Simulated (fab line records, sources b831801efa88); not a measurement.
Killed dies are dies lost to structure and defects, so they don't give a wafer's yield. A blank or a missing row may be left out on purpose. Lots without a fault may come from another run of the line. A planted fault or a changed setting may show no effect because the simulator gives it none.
A struck lot beside a sound one | flow sky130 | 15 steps out of a route of 708
Sound: wafers L968.1, L968.2, L968.4. Struck: wafers L975.2, L975.3, L975.4. The cause comes at the end.
At each step with rows: each side's tool, then ch and its chambers, then its first start. Under that, the readings that differ: sound wafers | struck wafers | difference of the means | sigmas: that difference in standard deviations of wafers without a fault.
alike: readings whose means differ by less than 2 such deviations, and words and numbers that are the same on both sides. not compared: withheld readings, readings that some wafer has no value for, bounds like >300 that may hide the same value, and numbers for which the record gives no deviation and whose values overlap.
The two part at a step that has a row with sigmas, a row that says differs or no value, or rows on one side only. Numbers that don't overlap but have no deviation are shown without sigmas and don't part them. A reading that every wafer of one side lacks parts them only if that side has two wafers or more.

first, 3 steps without rows for these wafers: SKY_SONOS_ONO_WET_ETCH_18 (etches Si3N4 in H3PO4, target depth 15 nm, time 172 s); SKY_GATE_OXIDE_CLEAN_00 (cleans in SC1/SC2, time 150 s); SKY_GATE_OXIDE_OXIDATION_01 (stabilise 600 s, purge 300 s, target thk 10.268 nm).
SKY_GATE_OXIDE_THK_MEAS_02:
  sound on film_metro-02, day 13 14:01; struck on film_metro-02, day 15 10:10
  alike: GATE_OXIDE_OXIDATION_00_THK
then, 7 steps without rows for these wafers: SKY_GATE_OXIDE_DEHYDRATE_03 (time 60 s); SKY_GATE_OXIDE_HMDS_04 (prime time 60 s); SKY_GATE_OXIDE_COAT_05 (resist thk 1140 nm); SKY_GATE_OXIDE_SOFTBAKE_06 (time 60 s); SKY_GATE_OXIDE_EXPOSE_07 (exposes mask LVOM, target cd 600 nm); SKY_GATE_OXIDE_PEB_08; SKY_GATE_OXIDE_DEVELOP_09 (develop time 60 s).
SKY_GATE_OXIDE_OVL_MEAS_10:
  sound on overlay-01, day 14 15:31; struck on overlay-02, day 16 13:32
  alike: GATE_OXIDE_OVL
SKY_GATE_OXIDE_IMPLANT_11:
  sound on implanter-03 ch 0, day 14 15:34; struck on implanter-02 ch 0, day 16 13:35
  reading                   | sound               | struck               | difference | sigmas
  beam_energy_keV           | 10.002 10.001 9.999 | 11.149 11.140 11.145 | +1.144     | +99 or more
  model.implant.rp_nm (nm)  | 33.93 33.93 33.93   | 37.78 37.78 37.78    | +3.85      |
  model.implant.drp_nm (nm) | 17.11 17.11 17.11   | 18.48 18.48 18.48    | +1.37      |
then, 1 step without rows for these wafers: SKY_GATE_OXIDE_WET_ETCH_12 (etches SiO2 in dHF, target depth 16.8 nm, time 336 s).
-- the record jumps here: 31 days lie between the struck wafers' starts before and after (it left off in module GATE_OXIDE and takes up again in module PAD_OPEN, whose first step shown is number 708 of the route) --
SKY_PAD_OPEN_PROBE_99:
  sound on prober-02, day 46 09:14; struck on prober-02, day 47 18:32
  reading                                   | sound                   | struck                  | difference | sigmas
  model.etest.pfet_01v8_lvt.off_log10_a_um  | -9.053 -8.958 -8.958    | -8.331 -8.516 -8.474    | +0.549     |
  model.etest.pfet_01v8_lvt.vt_sat_v (V)    | -0.4543 -0.4568 -0.4559 | -0.4332 -0.431 -0.436   | +0.0223    |
  model.etest.pfet_01v8_lvt.vt_v (V)        | -0.5415 -0.5437 -0.5429 | -0.5302 -0.5269 -0.5315 | +0.0132    |
  model.etest.pfet_01v8_lvt.vt_long_v (V)   | -0.6565 -0.6587 -0.6585 | -0.6516 -0.647 -0.6479  | +0.0091    |
  model.etest.nfet_01v8_lvt.vt_long_v (V)   | 0.4389 0.4395 0.4369    | 0.4324 0.434 0.434      | -0.0050    |
  model.etest.pfet_01v8_lvt.body_rise_v (V) | -0.2033 -0.2051 -0.2011 | -0.2102 -0.2079 -0.2091 | -0.0059    |
  alike: killed_at_M0_to_M3, killed_at_M4_up, killed_at_contacts, killed_at_front_end, killed_at_other, killed_dies, killed_on_rim, killed_open, killed_short
  not compared: model.etest.pfet_01v8.body_rise_v

WHERE THEY PART
Only at SKY_GATE_OXIDE_IMPLANT_11, within this record. Later steps at which nothing parts them and some readings are alike: SKY_PAD_OPEN_PROBE_99.

WHY: what the simulator had put in
Process parameter drift: implanter-02, from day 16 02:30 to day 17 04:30, at SKY_GATE_OXIDE_IMPLANT_11. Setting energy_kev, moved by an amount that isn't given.
